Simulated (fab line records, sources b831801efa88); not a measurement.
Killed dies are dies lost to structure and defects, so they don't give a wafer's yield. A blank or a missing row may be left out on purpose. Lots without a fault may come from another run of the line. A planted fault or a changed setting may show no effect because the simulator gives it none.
fab line records | flow sky130
record lots=5 wafers=15 last_day=48
route steps=708 shown LDD_HVP@285 LDD_LDN@289 SPACER@304 POLY_CUT@307
lots that met no fault: from a run of the same line without faults
start_h: hours from the record's first day to the start of the lot's first wafer shown | wait_h: hours since the lot's step before | " the same as in the row above | L1.1+2: a row that stands for several wafers | - no value, or no start given | * or withheld: withheld | < > ~ a bound
route shown NAME@n: a module of which the file shows steps, and the number in the route of the first | usual: mean/standard deviation of fault-free wafers | same: alike in all rows | chamber/n: place in a boat | sites: the reading at each site | _std_site: their standard deviation | _edge_site: outer sites' mean less inner sites' | radius_mm: how far each site lies from the wafer's centre | mask NAME#n: copy n | behind: the tool/chamber that last shaped the wafer | hold: why the lot was held/for how many hours/how that ended | device: the transistor (n, p or np) that didn't switch | end of line: the same wafers' tests at the end of the route | a step without rows: its recipe alone | killed: dies lost to structure and defects at the first sort, not the wafer's yield | map: a wafer's dies, x killed, . not, _ none there
set.NAME: the setting as run; set.NAME@STEP: as run at that earlier step | model.NAME: the simulator's own value behind a step, which no gauge read
lots at some steps of the route; a table a step, a row a wafer
services: from which hour (start_h, from the record's first day; less than 0 if before it) a tool's chamber was out of use, for how many hours, and why
## steps
# step SKY_LDD_HVP_OVL_MEAS_07
# usual LDD_HVP_OVL=0.8/1.3
# columns lot.wafer tool chamber start_h wait_h LDD_HVP_OVL[nm]
L075.2 overlay-01 - 490.46 0.1 0.7
L075.4 " - " " -0.7
L075.6 " - " " 0.6
L077.2 overlay-02 - 510.46 0.1 0.9
L077.3 " - " " -1.2
L077.6 " - " " -0.3
L087.2 overlay-02 - 626.03 0.1 1.4
L087.4 " - " " 2.2
L087.6 " - " " 2.8
L088.1 overlay-02 - 626.56 0.1 1.6
L088.2 " - " " -0.5
L088.3 " - " " 0.6
L089.2 overlay-02 - 630.96 0.1 1.1
L089.5 " - " " -1.1
L089.6 " - " " -0.9
# step SKY_LDD_HVP_IMPLANT_08
# recipe species=B energy_kev=20 dose_cm2=1.7e+13 tilt_deg=17.9
# columns lot.wafer tool chamber start_h wait_h
L075.2+4+6 implanter-03 0 490.96 0.5
L077.2+3+6 implanter-03 0 510.52 0.0
L087.2+4+6 implanter-01 0 626.08 0.0
L088.1+2+3 implanter-04 0 626.59 0.0
L089.2+5+6 implanter-03 0 631.02 0.0
# step SKY_LDD_HVP_STRIP_09
# recipe chemistry=O2/N2 power_w=1400 pressure_mtorr=1500 platen_temp_c=withheld o2_flow_sccm=3000 n2_flow_sccm=300 overash_fraction=0.5
# usual drypump_motor_current_A=5.5/0.37 oes_product_au=0.409/0.0045 strip_time_to_endpoint_s=4.129/0.015
# columns lot.wafer tool chamber start_h wait_h drypump_motor_current_A oes_product_au rf_hours_counter_h strip_time_to_endpoint_s
L075.2 plasma_asher-01 0 491.08 0.1 5.4 0.409 38 4.138
L075.4 " 1 " " 5.3 0.414 - 4.124
L075.6 " 0 " " 5.4 0.412 - 4.138
L077.2 plasma_asher-02 0 510.64 0.1 5.7 0.408 7 4.133
L077.3 " 0 " " 5.7 0.410 - 4.145
L077.6 " 0 " " 5.7 0.408 - 4.115
L087.2 plasma_asher-04 1 626.21 0.1 5.8 0.409 95 4.129
L087.4 " 0 " " 5.9 0.403 - 4.107
L087.6 " 0 " " 5.8 0.417 - 4.131
L088.1 plasma_asher-04 0 626.74 0.1 5.9 0.411 95 4.115
L088.2 " 1 " " 5.8 0.406 95 4.095
L088.3 " 0 " " 5.9 0.410 - 4.132
L089.2 plasma_asher-04 1 631.14 0.1 5.8 0.407 96 4.129
L089.5 " 0 " " 5.8 0.418 - 4.127
L089.6 " 1 " " 5.8 0.416 - 4.135
# step SKY_LDD_HVP_TW_MEAS_10
# usual LDD_HVP_TW=461.4/2.3
# columns lot.wafer tool chamber start_h wait_h LDD_HVP_TW
L075.2 film_metro-03 - 491.19 0.1 461.2
L075.4 " - " " 460.8
L075.6 " - " " 462.0
L077.2 film_metro-04 - 510.75 0.1 459.0
L077.3 " - " " 462.8
L077.6 " - " " 461.7
L087.2 film_metro-03 - 626.32 0.1 463.5
L087.4 " - " " 467.4
L087.6 " - " " 465.1
L088.1 film_metro-03 - 626.84 0.1 465.0
L088.2 " - " " 464.3
L088.3 " - " " 462.1
L089.2 film_metro-03 - 631.25 0.1 465.9
L089.5 " - " " 462.8
L089.6 " - " " 463.1
# step SKY_LDD_LDN_DEHYDRATE_00
# recipe temp_c=200 time_s=60
# usual exhaust_pa=44.9/0.94 heater_power_total_W=160.38/0.12
# columns lot.wafer tool chamber start_h wait_h exhaust_pa heater_power_total_W
L075.2 litho_track-04 0 505.48 14.3 45.2 160.33
L075.4 " 0 " " 44.0 160.47
L075.6 " 0 " " 45.1 160.23
L077.2 litho_track-03 0 525.37 14.6 47.5 160.55
L077.3 " 0 " " 46.6 160.27
L077.6 " 0 " " 45.7 160.35
L087.2 litho_track-01 0 639.18 12.9 45.6 160.25
L087.4 " 0 " " 43.5 160.40
L087.6 " 0 " " 44.8 160.38
L088.1 litho_track-04 0 640.05 13.2 44.1 160.25
L088.2 " 0 " " 43.0 160.46
L088.3 " 0 " " 44.0 160.55
L089.2 litho_track-03 0 643.82 12.6 43.9 160.24
L089.5 " 0 " " 43.9 160.61
L089.6 " 0 " " 43.2 160.40
# step SKY_LDD_LDN_HMDS_01
# recipe prime_time_s=60 prime_temp_c=120
# usual exhaust_pa=44.8/0.88 prime_temp_c=119.97/0.12
# columns lot.wafer tool chamber start_h wait_h exhaust_pa prime_temp_c
L075.2 litho_track-04 0 505.63 0.1 45.3 119.85
L075.4 " 0 " " 44.2 119.79
L075.6 " 0 " " 44.8 120.10
L077.2 litho_track-03 0 525.52 0.1 44.0 120.05
L077.3 " 0 " " 43.4 119.89
L077.6 " 0 " " 43.6 120.02
L087.2 litho_track-01 0 639.33 0.1 45.4 120.25
L087.4 " 0 " " 45.0 119.96
L087.6 " 0 " " 44.7 119.76
L088.1 litho_track-04 0 640.20 0.1 44.6 119.87
L088.2 " 0 " " 45.1 119.82
L088.3 " 0 " " 45.9 120.16
L089.2 litho_track-03 0 643.97 0.1 45.4 120.01
L089.5 " 0 " " 44.4 119.88
L089.6 " 0 " " 45.9 119.77
# step SKY_LDD_LDN_COAT_02
# recipe resist=NOVOLAK spin_rpm=3000 resist_thk_nm=1140
# usual exhaust_pa=45.1/0.83 spin_speed_rpm=3000.0/2.2
# columns lot.wafer tool chamber start_h wait_h exhaust_pa spin_speed_rpm
L075.2 litho_track-04 0 505.78 0.1 45.3 3001.1
L075.4 " 0 " " 44.7 2998.3
L075.6 " 0 " " 46.2 2999.9
L077.2 litho_track-03 0 525.67 0.1 44.2 3003.2
L077.3 " 0 " " 45.3 3002.4
L077.6 " 0 " " 44.2 3000.4
L087.2 litho_track-01 0 639.48 0.1 44.0 3000.3
L087.4 " 0 " " 44.8 3000.0
L087.6 " 0 " " 44.7 2998.4
L088.1 litho_track-04 0 640.35 0.1 46.1 2996.8
L088.2 " 0 " " 45.5 3000.0
L088.3 " 0 " " 45.5 2997.9
L089.2 litho_track-03 0 644.12 0.1 44.4 3001.1
L089.5 " 0 " " 45.6 3001.0
L089.6 " 0 " " 44.5 2999.9
# step SKY_LDD_LDN_SOFTBAKE_03
# recipe temp_c=90 time_s=60 resist=NOVOLAK
# usual exhaust_pa=44.8/0.96 heater_power_total_W=56.60/0.04
# columns lot.wafer tool chamber start_h wait_h exhaust_pa heater_power_total_W
L075.2 litho_track-04 0 505.93 0.1 44.8 56.63
L075.4 " 0 " " 45.9 56.63
L075.6 " 0 " " 46.1 56.56
L077.2 litho_track-03 0 525.82 0.1 44.2 56.59
L077.3 " 0 " " 43.4 56.51
L077.6 " 0 " " 45.0 56.63
L087.2 litho_track-01 0 639.63 0.1 44.2 56.68
L087.4 " 0 " " 45.3 56.55
L087.6 " 0 " " 43.9 56.56
L088.1 litho_track-04 0 640.50 0.1 46.2 56.58
L088.2 " 0 " " 45.8 56.62
L088.3 " 0 " " 45.7 56.58
L089.2 litho_track-03 0 644.27 0.1 44.7 56.60
L089.5 " 0 " " 45.2 56.56
L089.6 " 0 " " 47.0 56.62
# step SKY_LDD_LDN_EXPOSE_04
# recipe mask_id=LDNTM na=0.6 source_shape=conventional sigma_outer=0.6 polarization=unpolarized target_cd_nm=700 dose_mj=140
# usual reticle_temp_C=22.98/0.12
# columns lot.wafer tool chamber start_h wait_h mask reticle_temp_C
L075.2 iline_stepper-02 0 - - LDNTM#0 23.04
L075.4 " 0 " " LDNTM#0 23.07
L075.6 " 0 " " LDNTM#0 23.13
L077.2 iline_stepper-02 0 - - LDNTM#0 23.13
L077.3 " 0 " " LDNTM#0 23.15
L077.6 " 0 " " LDNTM#0 23.12
L087.2 iline_stepper-02 0 - - LDNTM#0 23.03
L087.4 " 0 " " LDNTM#0 23.01
L087.6 " 0 " " LDNTM#0 23.02
L088.1 iline_stepper-01 0 - - LDNTM#0 23.11
L088.2 " 0 " " LDNTM#0 22.77
L088.3 " 0 " " LDNTM#0 23.06
L089.2 iline_stepper-01 0 - - LDNTM#0 23.03
L089.5 " 0 " " LDNTM#0 23.09
L089.6 " 0 " " LDNTM#0 22.93
# step SKY_LDD_LDN_PEB_05
# recipe temp_c=withheld time_s=* resist=NOVOLAK
# usual exhaust_pa=45.0/0.81
# columns lot.wafer tool chamber start_h wait_h exhaust_pa
L075.2 litho_track-01 0 - - 45.8
L075.4 " 0 " " 43.8
L075.6 " 0 " " 45.0
L077.2 litho_track-04 0 - - 44.4
L077.3 " 0 " " 44.1
L077.6 " 0 " " 43.7
L087.2 litho_track-01 0 - - 45.4
L087.4 " 0 " " 45.2
L087.6 " 0 " " 45.6
L088.1 litho_track-03 0 - - 44.1
L088.2 " 0 " " 45.1
L088.3 " 0 " " 44.6
L089.2 litho_track-04 0 - - 43.6
L089.5 " 0 " " 44.4
L089.6 " 0 " " 45.3
# step SKY_LDD_LDN_DEVELOP_06
# recipe resist=NOVOLAK developer=TMAH develop_time_s=60 dev_temp_c=23
# usual exhaust_pa=45.1/0.86
# columns lot.wafer tool chamber start_h wait_h exhaust_pa
L075.2 litho_track-01 0 521.13 0.1 45.7
L075.4 " 0 " " 45.3
L075.6 " 0 " " 44.3
L077.2 litho_track-04 0 540.63 0.1 45.3
L077.3 " 0 " " 45.4
L077.6 " 0 " " 44.0
L087.2 litho_track-01 0 654.13 0.1 44.5
L087.4 " 0 " " 45.3
L087.6 " 0 " " 46.1
L088.1 litho_track-03 0 654.85 0.1 45.7
L088.2 " 0 " " 45.5
L088.3 " 0 " " 44.3
L089.2 litho_track-04 0 658.08 0.1 45.4
L089.5 " 0 " " 45.0
L089.6 " 0 " " 45.3
# step SKY_LDD_LDN_OVL_MEAS_07
# usual LDD_LDN_OVL=-0.1/1.1
# columns lot.wafer tool chamber start_h wait_h LDD_LDN_OVL[nm]
L075.2 overlay-02 - 521.26 0.1 -1.3
L075.4 " - " " -1.4
L075.6 " - " " -1.0
L077.2 overlay-02 - 540.76 0.1 -0.9
L077.3 " - " " -0.3
L077.6 " - " " -0.6
L087.2 overlay-01 - 654.26 0.1 0.8
L087.4 " - " " -0.2
L087.6 " - " " 1.9
L088.1 overlay-01 - 655.00 0.1 -0.3
L088.2 " - " " 0.8
L088.3 " - " " -0.2
L089.2 overlay-01 - 658.21 0.1 -0.2
L089.5 " - " " -1.8
L089.6 " - " " 0.2
# step SKY_LDD_LDN_IMPLANT_08
# recipe species=As energy_kev=15 dose_cm2=1.25e+13 tilt_deg=withheld rotation_deg=23
# columns lot.wafer tool chamber start_h wait_h
L075.2+4+6 implanter-02 0 521.32 0.0
L077.2+3+6 implanter-04 0 540.82 0.0
L087.2+4+6 implanter-02 0 654.32 0.0
L088.1+2+3 implanter-02 0 655.03 0.0
L089.2+5+6 implanter-03 0 658.27 0.0
# step SKY_LDD_LDN_IMPLANT_09
# recipe species=As energy_kev=15 dose_cm2=1.25e+13 tilt_deg=withheld rotation_deg=113
# columns lot.wafer tool chamber start_h wait_h
L075.2+4+6 implanter-02 0 521.47 0.1
L077.2+3+6 implanter-04 0 540.97 0.1
L087.2+4+6 implanter-02 0 654.47 0.1
L088.1+2+3 implanter-02 0 655.18 0.1
L089.2+5+6 implanter-03 0 658.42 0.1
# step SKY_LDD_LDN_IMPLANT_10
# recipe species=As energy_kev=15 dose_cm2=1.25e+13 tilt_deg=withheld rotation_deg=203
# columns lot.wafer tool chamber start_h wait_h
L075.2+4+6 implanter-02 0 521.62 0.1
L077.2+3+6 implanter-04 0 541.12 0.1
L087.2+4+6 implanter-02 0 654.62 0.1
L088.1+2+3 implanter-02 0 655.33 0.1
L089.2+5+6 implanter-03 0 658.57 0.1
# step SKY_LDD_LDN_IMPLANT_11
# recipe species=As energy_kev=15 dose_cm2=1.25e+13 tilt_deg=withheld rotation_deg=293
# columns lot.wafer tool chamber start_h wait_h
L075.2+4+6 implanter-02 0 521.77 0.1
L077.2+3+6 implanter-04 0 541.27 0.1
L087.2+4+6 implanter-02 0 654.77 0.1
L088.1+2+3 implanter-02 0 655.48 0.1
L089.2+5+6 implanter-03 0 658.72 0.1
# step SKY_LDD_LDN_STRIP_12
# recipe chemistry=O2/N2 power_w=1400 pressure_mtorr=1500 platen_temp_c=withheld o2_flow_sccm=3000 n2_flow_sccm=300 overash_fraction=0.5
# usual drypump_motor_current_A=5.6/0.31 oes_product_au=0.715/0.005 strip_time_to_endpoint_s=14.17/0.045
# columns lot.wafer tool chamber start_h wait_h drypump_motor_current_A oes_product_au rf_hours_counter_h strip_time_to_endpoint_s
L075.2 plasma_asher-01 1 521.89 0.1 5.3 0.718 41 14.19
L075.4 " 0 " " 5.4 0.719 - 14.17
L075.6 " 1 " " 5.3 0.713 - 14.19
L077.2 plasma_asher-01 0 541.39 0.1 5.4 0.708 43 14.23
L077.3 " 1 " " 5.3 0.706 - 14.24
L077.6 " 0 " " 5.4 0.714 - 14.22
L087.2 plasma_asher-01 1 654.89 0.1 5.3 0.714 55 14.16
L087.4 " 1 " " 5.3 0.713 - 14.16
L087.6 " 0 " " 5.4 0.705 - 14.17
L088.1 plasma_asher-01 1 655.63 0.1 5.3 0.714 55 14.21
L088.2 " 0 " " 5.4 0.708 55 14.17
L088.3 " 0 " " 5.4 0.710 - 14.17
L089.2 plasma_asher-01 0 658.84 0.1 5.4 0.718 56 14.20
L089.5 " 1 " " 5.3 0.727 - 14.25
L089.6 " 0 " " 5.4 0.718 - 14.28
# step SKY_LDD_LDN_TW_MEAS_13
# usual LDD_LDN_TW=1487/7.3
# columns lot.wafer tool chamber start_h wait_h LDD_LDN_TW
L075.2 film_metro-02 - 522.00 0.1 1495
L075.4 " - " " 1491
L075.6 " - " " 1484
L077.2 film_metro-02 - 541.50 0.1 1487
L077.3 " - " " 1483
L077.6 " - " " 1477
L087.2 film_metro-01 - 655.00 0.1 1491
L087.4 " - " " 1493
L087.6 " - " " 1499
L088.1 film_metro-02 - 655.73 0.1 1490
L088.2 " - " " 1481
L088.3 " - " " 1485
L089.2 film_metro-04 - 658.95 0.1 1490
L089.5 " - " " 1492
L089.6 " - " " 1496
# step SKY_LDD_LDN_CLEAN_14
# recipe chemistry=SC1/SC2 mix=1:4:20 temp_c=70 time_s=150 dry=n2_spin
# usual bath_heat_duty_pct=13.6/1.2 temp_c=70.02/0.14
# columns lot.wafer tool chamber start_h wait_h bath_heat_duty_pct temp_c
L075.2 wet_bench-04 2 522.05 0.0 13.5 69.75
L075.4 " 2 " " 15.3 70.00
L075.6 " 2 " " 16.1 69.84
L077.2 wet_bench-01 3 541.55 0.0 14.5 70.21
L077.3 " 3 " " 15.8 69.79
L077.6 " 3 " " 13.6 70.02
L087.2 wet_bench-03 2 655.05 0.0 15.1 69.82
L087.4 " 2 " " 15.0 69.87
L087.6 " 2 " " 15.4 69.99
L088.1 wet_bench-01 1 655.79 0.1 12.9 70.11
L088.2 " 1 " " 13.7 70.28
L088.3 " 1 " " 13.1 69.96
L089.2 wet_bench-04 0 659.00 0.0 12.2 69.98
L089.5 " 0 " " 13.8 69.93
L089.6 " 0 " " 13.2 70.00
# step SKY_SPACER_CVD_00
# recipe material=Si3N4 precursor=DCS/NH3 target_thk_nm=43.1 temp_c=770 time_s=740 pressure_mtorr=250
# usual zone_power_bottom_pct=18.5/1.8 zone_power_upper_pct=12.1/0.37
# columns lot.wafer tool chamber start_h wait_h zone_power_bottom_pct zone_power_upper_pct
L075.2 lpcvd-02 0 522.12 0.0 17.3 11.7
L075.4 " 0 " " 16.8 11.7
L075.6 " 0 " " 17.1 11.8
L077.2 lpcvd-02 1 543.36 1.8 20.6 12.5
L077.3 " 1 " " 20.5 12.5
L077.6 " 1 " " 20.3 12.3
L087.2 lpcvd-02 0 656.15 1.0 17.0 11.9
L087.4 " 0 " " 17.0 11.7
L087.6 " 0 " " 16.9 11.6
L088.1 lpcvd-02 1 656.15 0.3 20.8 12.5
L088.2 " 1 " " 20.6 12.4
L088.3 " 1 " " 20.6 12.3
L089.2 lpcvd-02 0 662.21 3.2 16.8 11.8
L089.5 " 0 " " 17.1 11.9
L089.6 " 0 " " 16.8 11.7
# step SKY_SPACER_THK_MEAS_01
# recipe reads=Si3N4_of_SPACER_CVD_00
# usual SPACER_CVD_00_THK=43.4/0.47
# columns lot.wafer tool chamber start_h wait_h SPACER_CVD_00_THK[nm]
L075.2 film_metro-01 - 523.34 0.0 43.7
L075.4 " - " " 44.1
L075.6 " - " " 44.0
L077.2 film_metro-02 - 544.57 0.0 42.9
L077.3 " - " " 43.3
L077.6 " - " " 43.2
L088.1 film_metro-01 - 657.95 0.0 43.5
L088.2 " - " " 43.7
L088.3 " - " " 43.4
L087.2 film_metro-03 - 657.96 0.0 43.4
L087.4 " - " " 43.6
L087.6 " - " " 43.3
L089.2 film_metro-02 - 664.02 0.0 43.6
L089.5 " - " " 43.4
L089.6 " - " " 43.3
# step SKY_SPACER_ETCHBACK_02
# recipe chemistry=CH3F/O2 target=Si3N4 stop_on=SiO2 source_w=400 bias_w=80 pressure_mtorr=25 ch3f_flow_sccm=40 O2_flow_sccm=30 time_s=46.7 target_depth_a=450
# usual drypump_motor_current_A=5.8/0.49 oes_product_au=0.858/0.0069 throttle_valve_pct=10.563/0.0096
# columns lot.wafer tool chamber start_h wait_h drypump_motor_current_A oes_product_au rf_hours_counter_h throttle_valve_pct
L075.2 rie_diel-01 1 523.39 0.0 6.0 0.867 8 10.557
L075.4 " 0 " " 5.4 0.866 3 10.582
L075.6 " 2 " " 5.1 0.861 - 10.562
L077.2 rie_diel-01 1 544.62 0.0 6.0 0.851 8 10.575
L077.3 " 2 " " 5.2 0.860 10 10.567
L077.6 " 1 " " 5.9 0.858 - 10.563
L087.2 rie_diel-01 3 658.01 0.0 5.6 0.858 6 10.551
L087.4 " 2 " " 5.1 0.858 - 10.566
L087.6 " 1 " " 6.0 0.858 - 10.568
L088.1 rie_diel-02 0 658.01 0.1 6.2 0.865 65 10.563
L088.2 " 1 " " 6.1 0.859 7 10.569
L088.3 " 0 " " 6.3 0.864 - 10.561
L089.2 rie_diel-04 1 664.07 0.0 5.7 0.855 5 10.569
L089.5 " 3 " " 6.7 0.852 - 10.557
L089.6 " 0 " " 4.9 0.853 - 10.567
# step SKY_POLY_CUT_DEHYDRATE_00
# recipe temp_c=200 time_s=60
# usual exhaust_pa=44.9/0.86 heater_power_total_W=160.40/0.12
# columns lot.wafer tool chamber start_h wait_h exhaust_pa heater_power_total_W
L075.2 litho_track-04 0 537.53 14.1 46.1 160.46
L075.4 " 0 " " 44.5 160.31
L075.6 " 0 " " 45.4 160.57
L077.2 litho_track-03 0 558.87 14.2 45.1 160.18
L077.3 " 0 " " 44.2 160.46
L077.6 " 0 " " 44.3 160.60
L087.2 litho_track-03 0 671.12 13.1 45.0 160.32
L087.4 " 0 " " 43.7 160.27
L087.6 " 0 " " 45.7 160.48
L088.1 litho_track-02 0 671.22 13.2 44.5 160.42
L088.2 " 0 " " 46.0 160.23
L088.3 " 0 " " 44.6 160.51
L089.2 litho_track-03 0 676.52 12.4 46.2 160.59
L089.5 " 0 " " 44.1 160.36
L089.6 " 0 " " 45.0 160.28
# step SKY_POLY_CUT_HMDS_01
# recipe prime_time_s=60 prime_temp_c=120
# usual exhaust_pa=45.0/0.89 prime_temp_c=120.00/0.15
# columns lot.wafer tool chamber start_h wait_h exhaust_pa prime_temp_c
L075.2 litho_track-04 0 537.68 0.1 44.5 120.34
L075.4 " 0 " " 46.9 120.23
L075.6 " 0 " " 45.0 120.21
L077.2 litho_track-03 0 559.02 0.1 44.3 119.81
L077.3 " 0 " " 45.5 120.02
L077.6 " 0 " " 46.1 120.18
L087.2 litho_track-03 0 671.27 0.1 44.6 119.71
L087.4 " 0 " " 44.4 119.65
L087.6 " 0 " " 43.3 119.96
L088.1 litho_track-02 0 671.37 0.1 46.4 119.83
L088.2 " 0 " " 45.1 119.95
L088.3 " 0 " " 45.7 119.98
L089.2 litho_track-03 0 676.67 0.1 45.0 120.02
L089.5 " 0 " " 44.4 119.83
L089.6 " 0 " " 45.0 119.74
# step SKY_POLY_CUT_COAT_02
# recipe resist=BARC temp_c=withheld time_s=withheld spin_rpm=3000 resist_thk_nm=60
# usual exhaust_pa=44.9/0.89 spin_speed_rpm=2999.9/1.7
# columns lot.wafer tool chamber start_h wait_h exhaust_pa spin_speed_rpm
L075.2 litho_track-04 0 537.83 0.1 45.5 2999.7
L075.4 " 0 " " 45.9 2999.0
L075.6 " 0 " " 44.8 2999.7
L077.2 litho_track-03 0 559.17 0.1 45.1 3001.6
L077.3 " 0 " " 45.1 3001.9
L077.6 " 0 " " 45.6 3001.4
L087.2 litho_track-03 0 671.42 0.1 46.3 2999.2
L087.4 " 0 " " 45.6 2997.9
L087.6 " 0 " " 45.3 2999.8
L088.1 litho_track-02 0 671.52 0.1 42.5 2999.9
L088.2 " 0 " " 44.1 3003.7
L088.3 " 0 " " 45.2 2999.8
L089.2 litho_track-03 0 676.82 0.1 46.7 3000.5
L089.5 " 0 " " 44.8 2996.9
L089.6 " 0 " " 44.1 2998.3
# step SKY_POLY_CUT_COAT_03
# recipe resist=KrF-thick spin_rpm=3000 resist_thk_nm=450
# usual exhaust_pa=44.5/1 spin_speed_rpm=2999.6/1.8
# columns lot.wafer tool chamber start_h wait_h exhaust_pa spin_speed_rpm
L075.2 litho_track-04 0 - - 43.9 3000.8
L075.4 " 0 " " 44.1 2995.7
L075.6 " 0 " " 43.5 2997.7
L077.2 litho_track-03 0 - - 45.0 3000.6
L077.3 " 0 " " 43.4 2999.1
L077.6 " 0 " " 43.8 3001.5
L087.2 litho_track-03 0 - - 43.0 2997.9
L087.4 " 0 " " 44.5 3002.1
L087.6 " 0 " " 45.8 3002.2
L088.1 litho_track-02 0 - - 43.5 2995.6
L088.2 " 0 " " 44.5 2998.2
L088.3 " 0 " " 43.7 2999.5
L089.2 litho_track-03 0 - - 44.7 2999.1
L089.5 " 0 " " 43.9 3003.8
L089.6 " 0 " " 44.5 2998.4
# step SKY_POLY_CUT_SOFTBAKE_04
# recipe temp_c=100 time_s=90 resist=KrF-thick
# usual exhaust_pa=45.0/0.94 heater_power_total_W=57.37/0.11
# columns lot.wafer tool chamber start_h wait_h exhaust_pa heater_power_total_W
L075.2 litho_track-04 0 - - 44.7 57.36
L075.4 " 0 " " 44.2 57.43
L075.6 " 0 " " 43.9 57.45
L077.2 litho_track-03 0 - - 45.4 57.43
L077.3 " 0 " " 45.0 57.50
L077.6 " 0 " " 45.7 57.49
L087.2 litho_track-03 0 - - 45.9 57.53
L087.4 " 0 " " 46.7 57.31
L087.6 " 0 " " 46.8 57.41
L088.1 litho_track-02 0 - - 46.1 57.40
L088.2 " 0 " " 44.1 57.29
L088.3 " 0 " " 45.0 57.56
L089.2 litho_track-03 0 - - 45.9 57.27
L089.5 " 0 " " 46.2 57.33
L089.6 " 0 " " 43.6 57.56
# step SKY_POLY_CUT_EXPOSE_05
# recipe mask_id=NPCM na=0.8 source_shape=annular sigma_inner=0.55 sigma_outer=0.85 target_cd_nm=270 dose_mj=32
# usual reticle_temp_C=23.01/0.1
# columns lot.wafer tool chamber start_h wait_h mask reticle_temp_C
L075.2 krf_scanner-01 0 - - NPCM#0 22.97
L075.4 " 0 " " NPCM#0 23.10
L075.6 " 0 " " NPCM#0 23.07
L077.2 krf_scanner-01 0 - - NPCM#0 22.81
L077.3 " 0 " " NPCM#0 22.77
L077.6 " 0 " " NPCM#0 23.03
L087.2 krf_scanner-02 0 - - NPCM#0 23.04
L087.4 " 0 " " NPCM#0 23.05
L087.6 " 0 " " NPCM#0 23.00
L088.1 krf_scanner-02 0 - - NPCM#0 22.89
L088.2 " 0 " " NPCM#0 22.88
L088.3 " 0 " " NPCM#0 23.03
L089.2 krf_scanner-02 0 - - NPCM#0 23.00
L089.5 " 0 " " NPCM#0 23.22
L089.6 " 0 " " NPCM#0 23.04
# step SKY_POLY_CUT_PEB_06
# recipe peb_temp_c=withheld peb_time_s=withheld resist=KrF-thick
# usual exhaust_pa=44.9/0.97
# columns lot.wafer tool chamber start_h wait_h exhaust_pa
L075.2 litho_track-02 0 - - 44.6
L075.4 " 0 " " 43.0
L075.6 " 0 " " 42.4
L077.2 litho_track-04 0 - - 46.1
L077.3 " 0 " " 44.8
L077.6 " 0 " " 44.8
L087.2 litho_track-04 0 - - 44.1
L087.4 " 0 " " 45.0
L087.6 " 0 " " 46.2
L088.1 litho_track-04 0 - - 45.4
L088.2 " 0 " " 45.3
L088.3 " 0 " " 45.7
L089.2 litho_track-04 0 - - 45.4
L089.5 " 0 " " 45.9
L089.6 " 0 " " 43.7
# step SKY_POLY_CUT_DEVELOP_07
# recipe develop_time_s=60 resist=KrF-thick dev_temp_c=21
# usual exhaust_pa=45.1/0.86
# columns lot.wafer tool chamber start_h wait_h exhaust_pa
L075.2 litho_track-02 0 - - 46.0
L075.4 " 0 " " 44.0
L075.6 " 0 " " 44.0
L077.2 litho_track-04 0 - - 45.2
L077.3 " 0 " " 45.8
L077.6 " 0 " " 44.8
L087.2 litho_track-04 0 - - 43.4
L087.4 " 0 " " 44.1
L087.6 " 0 " " 43.9
L088.1 litho_track-04 0 - - 44.5
L088.2 " 0 " " 45.7
L088.3 " 0 " " 45.6
L089.2 litho_track-04 0 - - 43.0
L089.5 " 0 " " 44.1
L089.6 " 0 " " 44.1
# step SKY_POLY_CUT_CD_MEAS_08
# recipe target_cd_nm=270
# usual cd_nm=269.8/1.3
# columns lot.wafer tool chamber start_h wait_h cd_nm
L075.2 cd_sem-02 - 553.44 - 268.4
L075.4 " - " " 268.3
L075.6 " - " " 268.7
L077.2 cd_sem-02 - 574.68 - 270.1
L077.3 " - " " 270.1
L077.6 " - " " 270.3
L087.2 cd_sem-02 - 686.52 - 271.1
L087.4 " - " " 269.5
L087.6 " - " " 271.6
L088.1 cd_sem-02 - 686.85 - 270.0
L088.2 " - " " 269.1
L088.3 " - " " 268.9
L089.2 cd_sem-02 - 692.05 - 269.7
L089.5 " - " " 271.6
L089.6 " - " " 270.8
# step SKY_POLY_CUT_OVL_MEAS_09
# usual POLY_CUT_OVL=1/4.2
# columns lot.wafer tool chamber start_h wait_h POLY_CUT_OVL[nm]
L075.2 overlay-01 - 553.55 0.1 3
L075.4 " - " " -1
L075.6 " - " " 0
L077.2 overlay-01 - 574.78 0.1 -4
L077.3 " - " " -3
L077.6 " - " " 3
L087.2 overlay-02 - 686.63 0.1 4
L087.4 " - " " -4
L087.6 " - " " 3
L088.1 overlay-01 - 686.97 0.1 -5
L088.2 " - " " 2
L088.3 " - " " -3
L089.2 overlay-02 - 692.16 0.1 2
L089.5 " - " " 6
L089.6 " - " " -3
# step SKY_POLY_CUT_ETCH_10
# recipe chemistry=N2/H2 target=BARC ion_energy_ev=200 source_w=500 bias_w=100 pressure_mtorr=30 n2_flow_sccm=100 h2_flow_sccm=200 stop_on=SiO2 time_s=45.9 target_depth_a=600
# usual drypump_motor_current_A=5.7/0.45 oes_product_au=0.855/0.0052 throttle_valve_pct=13.225/0.0099
# columns lot.wafer tool chamber start_h wait_h drypump_motor_current_A oes_product_au rf_hours_counter_h throttle_valve_pct
L075.2 rie_diel-01 2 553.58 0.0 5.2 0.849 10 13.221
L075.4 " 0 " " 5.4 0.858 3 13.219
L075.6 " 3 " " 5.6 0.860 - 13.216
L077.2 rie_diel-03 3 574.81 0.0 5.8 0.854 1 13.209
L077.3 " 1 " " 5.7 0.856 34 13.227
L077.6 " 0 " " 5.8 0.857 - 13.222
L087.2 rie_diel-04 1 686.66 0.0 5.7 0.857 6 13.226
L087.4 " 3 " " 6.7 0.847 11 13.218
L087.6 " 1 " " 5.7 0.853 - 13.237
L088.1 rie_diel-03 2 687.01 0.0 5.5 0.850 35 13.229
L088.2 " 0 " " 5.9 0.857 11 13.237
L088.3 " 1 " " 5.7 0.857 36 13.226
L089.2 rie_diel-03 3 692.19 0.0 5.8 0.861 3 13.237
L089.5 " 3 " " 5.8 0.859 - 13.233
L089.6 " 2 " " 5.4 0.850 - 13.213
## services
# columns tool chamber start_h hours kind
rie_diel-01 0 468.28 34.2 repair
krf_scanner-02 - 475.33 36.0 pm
implanter-04 - 481.33 2.3 repair
implanter-04 - 495.05 1.2 repair
rie_diel-03 3 505.00 23.4 repair
krf_scanner-02 - 515.08 4.2 repair
krf_scanner-02 - 519.25 11.6 pm
iline_stepper-02 - 529.42 4.4 pm
krf_scanner-02 - 530.80 1.0 pm
krf_scanner-02 - 531.80 7.2 pm
iline_stepper-02 - 536.58 1.1 repair
krf_scanner-02 - 539.00 1.3 pm
implanter-02 - 559.66 10.4 repair
implanter-04 - 599.86 2.6 repair
implanter-02 - 613.72 2.6 pm
rie_diel-01 0 635.23 5.8 repair
rie_diel-01 - 636.04 2.8 pm
implanter-02 - 637.58 3.9 pm
rie_diel-01 0 646.89 18.4 repair
implanter-04 - 648.52 3.4 pm
implanter-04 - 654.50 4.2 repair
implanter-04 - 677.94 5.8 repair
implanter-04 - 683.82 2.0 repair
rie_diel-01 2 686.71 35.9 repair
## key
fault none
